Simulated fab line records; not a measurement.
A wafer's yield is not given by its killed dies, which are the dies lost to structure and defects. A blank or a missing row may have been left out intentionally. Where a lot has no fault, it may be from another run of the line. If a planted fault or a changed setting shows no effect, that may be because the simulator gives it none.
2 desks looking at one fault -- flow gf180mcu -- what lay behind the numbers comes last; until then each desk has only its own

DESK OF THE TOOL OWNER: rtp anneal-02
The tool's own readings at GF_PSD_RTA_13 (time 20 s): means of the sampled wafers that have a number, for each lot that ran on this tool. Any lot whose mean is over 4 standard deviations away from the usual mean is out of limits and marked OUT; that distance is given in the brackets.
Columns: A = lamp power pct at GF_PSD_RTA_13, usual 34.4 %; B = run length s at GF_PSD_RTA_13, usual 48.58 s; C = wafer_temp_C_max at GF_PSD_RTA_13, usual 1028.6
lot,first seen here,A,B,C
L787,day 14 05:29,32.5,48.77,1028.6
L790,day 15 04:40,32.4,48.70,1029.1
L795,day 17 01:14,32.4,48.89,1028.4
L797,day 17 13:02,32.4,48.85,1028.7
L798,day 18 10:01,32.4,48.73,1029.6
L799,day 18 15:04,32.4,47.58,1028.8
L800,day 18 19:49,32.4,47.49,1028.0
L801,day 19 05:17,32.4,46.89 (-5.8) OUT,1029.4
L809,day 21 19:48,32.4,48.63,1028.3
L810,day 22 06:44,32.4,48.63,1028.8
This desk's verdict: out of limits on L801, starting with L801 at day 19 05:17 (run length s at GF_PSD_RTA_13). Within limits: L787, L790, L795, L797, L798, L799, L800, L809, L810.

METROLOGY DESK
Lot by lot, what the gauges showed, no matter which tool ran the lot: averages of those sampled wafers that carry a number. Any lot whose mean is over 4 standard deviations away from the usual mean is out of limits and marked OUT; that distance is given in the brackets.
Columns: A = cd nm at GF_HV_LDD_CD_MEAS_07, usual 400.1 nm; B = NSD_RS at GF_PSD_RS_MEAS_14, usual 46.12 ohm/sq; C = PSD_RS at GF_PSD_RS_MEAS_15, usual 108.5 ohm/sq; D = CONTACT_CVD_02_THK at GF_CONTACT_THK_MEAS_03, usual 861 nm; E = CONTACT_BOW at GF_CONTACT_BOW_MEAS_05, usual 65 um
lot,first seen here,A,B,C,D,E
L787,day 10 00:46,402.0,46.12,108.3,872,55
L789,day 10 15:43,397.3,46.09,108.3,869,67
L790,day 10 20:40,398.4,46.14,108.5,857,68
L791,day 11 08:52,400.2,46.01,108.4,878,64
L794,day 12 03:19,402.1,46.19,108.7,853,65
L795,day 12 10:37,400.8,46.06,108.3,851,77
L797,day 12 20:42,399.3,46.11,108.5,851,64
L798,day 13 13:35,399.2,46.25,108.7,856,62
L799,day 13 19:36,398.4,46.35,109.0,850,66
L800,day 13 23:11,402.5,46.35,109.3,871,70
L801,day 14 07:56,398.6,46.63 (+6.3) OUT,109.9 (+4.7) OUT,864,73
L809,day 16 16:41,399.0,46.11,108.4,869,62
L810,day 17 02:55,402.5,46.22,108.7,842,62
Finding of this desk: L801 out of limits, first seen on L801 at day 19 05:23 (NSD_RS at GF_PSD_RS_MEAS_14). Within limits: L787, L789, L790, L791, L794, L795, L797, L798, L799, L800, L809, L810.

ALL TOGETHER
The tool owner's desk could have raised an alarm at day 19 05:17, on L801.
L801 would have let the metrology desk raise an alarm at day 19 05:23.
GF_PSD_RTA_13 was run on rtp anneal-02 by each of the lots named.

WHAT THE SIMULATOR HAD PUT IN
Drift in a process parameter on rtp anneal-02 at GF_PSD_RTA_13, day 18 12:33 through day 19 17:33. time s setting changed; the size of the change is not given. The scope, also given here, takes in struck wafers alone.
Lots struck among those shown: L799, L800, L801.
Fault start to first reading out of limits, in hours, per desk: tool owner, 17; metrology, 17.
